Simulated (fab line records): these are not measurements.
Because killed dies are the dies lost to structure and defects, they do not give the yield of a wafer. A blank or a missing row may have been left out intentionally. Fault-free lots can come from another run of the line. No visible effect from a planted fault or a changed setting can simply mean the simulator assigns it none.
Which tool is to blame? -- flow sky130 -- 12 lots, 35 wafers sampled, at 5 steps of a route of 708

WHAT EACH GAUGE READ, for each wafer
SKY_FIELD_ISO_THK_MEAS_23. Usual: FIELD_ISO_OXIDATION_01_THK typically reads 10.01 nm, with standard deviation 0.22.
lot,measured,on,FIELD_ISO_OXIDATION_01_THK (nm),flag
L486,day 3 06:13,film metro-01,10.09 10.01 9.75,
L490,day 3 21:08,film metro-04,10.04 10.08 9.94,
L491,day 4 00:00,film metro-03,9.87 9.85 9.89,
L492,day 4 07:13,film metro-03,9.67 9.65 9.76,
L493,day 4 12:44,film metro-04,10.12 10.25 9.91,
L494,day 4 17:58,film metro-04,10.01 10.14 9.90,
L495,day 4 21:32,film metro-04,9.99 9.75 9.69,
L497,day 5 09:17,film metro-03,10.13 9.98 10.25,
L498,day 5 12:05,film metro-03,9.85 9.63 9.70,
L501,day 6 06:20,film metro-04,9.89 9.98 9.94,
L502,day 6 10:31,film metro-04,10.19 10.40 10.06,
L503,day 6 18:16,film metro-04,10.22 10.36,

SKY_FIELD_ISO_THK_MEAS_25. Usual: FIELD_ISO_CVD_24_THK typically reads 596 nm, with standard deviation 6.
lot,measured,on,FIELD_ISO_CVD_24_THK (nm),flag
L486,day 3 06:22,film metro-03,604 600 593,
L490,day 3 21:16,film metro-04,598 594 601,
L491,day 4 00:08,film metro-04,593 597 594,
L492,day 4 07:21,film metro-01,598 604 595,
L493,day 4 12:52,film metro-01,590 592 585,
L494,day 4 18:05,film metro-01,590 598 585,
L495,day 4 21:40,film metro-04,597 605 602,
L497,day 5 09:25,film metro-04,600 591 590,
L498,day 5 12:13,film metro-01,592 601 600,
L501,day 6 06:28,film metro-01,591 596 588,
L502,day 6 10:39,film metro-04,874 586 869,OFF
L503,day 6 18:23,film metro-04,882 885,OFF

SKY_VT_ADJUST_LVTN_TW_MEAS_21. Usual: VT_ADJUST_LVTN_2_TW typically reads 187.4, with standard deviation 2.2.
lot,measured,on,VT_ADJUST_LVTN_2_TW,flag
L486,day 9 04:02,film metro-04,186.2 185.7 186.2,
L490,day 9 19:58,film metro-04,185.7 185.9 185.5,
L491,day 10 03:13,film metro-02,191.3 191.7 191.4,
L492,day 10 12:27,film metro-03,187.5 187.2 188.0,
L493,day 10 15:14,film metro-04,184.8 185.5 185.9,
L494,day 11 00:23,film metro-04,185.0 185.4 185.5,
L495,day 11 03:08,film metro-04,185.5 185.1 186.0,
L497,day 11 21:14,film metro-02,190.3 190.1 190.1,
L498,day 12 02:56,film metro-04,186.5 185.8 185.8,
L501,day 13 04:38,film metro-02,191.2 191.2 190.5,
L502,day 13 11:14,film metro-04,184.6 185.0 185.1,
L503,day 13 18:13,film metro-04,184.5 186.1,

WHICH TOOL RAN EACH LOT (tool, then ch and the chambers of the sampled wafers, then the start)
lot,SKY_FIELD_ISO_CVD_24,SKY_FIELD_ISO_CMP_27
L486,"hdpcvd-01 ch 1,2, day 3 06:17","cmp-02 ch 1,2,3, day 3 09:27"
L490,"hdpcvd-01 ch 0,1,2, day 3 21:13","cmp-02 ch 2,3, day 3 22:48"
L491,"hdpcvd-01 ch 1,2, day 4 00:02","cmp-01 ch 0,2,3, day 4 02:58"
L492,"hdpcvd-01 ch 0,2, day 4 07:16","cmp-02 ch 0,2,3, day 4 10:08"
L493,"hdpcvd-01 ch 1,2, day 4 12:48","cmp-01 ch 0,1,2, day 4 14:26"
L494,"hdpcvd-02 ch 1,2, day 4 18:01","cmp-02 ch 1,2,3, day 4 20:22"
L495,"hdpcvd-01 ch 1,2, day 4 21:35","cmp-01 ch 0,2, day 4 23:16"
L497,"hdpcvd-01 ch 1,2, day 5 09:20","cmp-02 ch 0,1, day 5 11:01"
L498,"hdpcvd-02 ch 0,1,2, day 5 12:08","cmp-02 ch 0,1,2, day 5 14:41"
L501,"hdpcvd-02 ch 0,1, day 6 06:23","cmp-01 ch 0,3, day 6 09:21"
L502,"hdpcvd-02 ch 0,2, day 6 10:35","cmp-02 ch 0,2,3, day 6 14:54"
L503,"hdpcvd-02 ch 0, day 6 18:18","cmp-01 ch 1,2, day 6 20:58"
- SKY_FIELD_ISO_CVD_24: deposits SiO2, target thk 595 nm, time 99.2 s.
- SKY_FIELD_ISO_CMP_27: polishes, stops on Si3N4, t overpolish 16 s, target thk 457.8 nm.

AS READ BY THE TOOLS THEMSELVES (means over the sampled wafers that have a number; for cases with no such wafer, the mark the record gives instead)
SKY_FIELD_ISO_CMP_27. Usual: motor current A 12.0 A, standard deviation 0.92; slurry filter dp kPa 13.49 kPa, standard deviation 0.14; time to endpoint s 112 s, standard deviation 4.9.
lot,tool,motor current A (A),slurry filter dp kPa (kPa),time to endpoint s (s),flag
L486,cmp-02,12.0,13.56,113,
L490,cmp-02,12.2,13.49,115,
L491,cmp-01,11.9,13.54,114,
L492,cmp-02,12.1,13.56,109,
L493,cmp-01,12.2,13.62,112,
L494,cmp-02,12.8,13.47,111,
L495,cmp-01,12.5,13.39,117,
L497,cmp-02,12.2,13.42,108,
L498,cmp-02,12.0,13.47,107,
L501,cmp-01,11.2,13.47,116,
L502,cmp-02,12.5,13.41,142,OFF
L503,cmp-01,11.8,13.57,166,OFF

THE ANSWER, worked out from the rows above alone
Rule: a lot is off if the mean of its wafers that have a number lies more than 3 standard deviations from the usual mean. Also off: a lot with no number at a reading for which 4 or more lots have one. Any other lot the step has rows for is counted as sound. The gauges are gone through in route order, then the tools' own readings, and for those a lot's mean is taken as printed above. The first step at which some lot is off is used, and at that step the reading that is off furthest; a lot without a number counts as furthest.
Off: L502, L503, at SKY_FIELD_ISO_THK_MEAS_25 (FIELD_ISO_CVD_24_THK).
A tool fits if, at a process step before that reading, it ran every lot that is off, and no sound lot after the first of them. Not tried: the gauges at SKY_FIELD_ISO_THK_MEAS_25; whatever is off there is also off at SKY_FIELD_ISO_CMP_27, on other tools, and gauge error can't account for it. One candidate fits, namely hdpcvd-02 at SKY_FIELD_ISO_CVD_24. A fault onset in the window from L501 (day 6 06:23, its last sound lot) to L502 (day 6 10:35, its first lot off) fits.

WHAT THE SIMULATOR HAD INSERTED
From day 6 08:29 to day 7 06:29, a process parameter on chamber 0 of hdpcvd-02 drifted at SKY_FIELD_ISO_CVD_24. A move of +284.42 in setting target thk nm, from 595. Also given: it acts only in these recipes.
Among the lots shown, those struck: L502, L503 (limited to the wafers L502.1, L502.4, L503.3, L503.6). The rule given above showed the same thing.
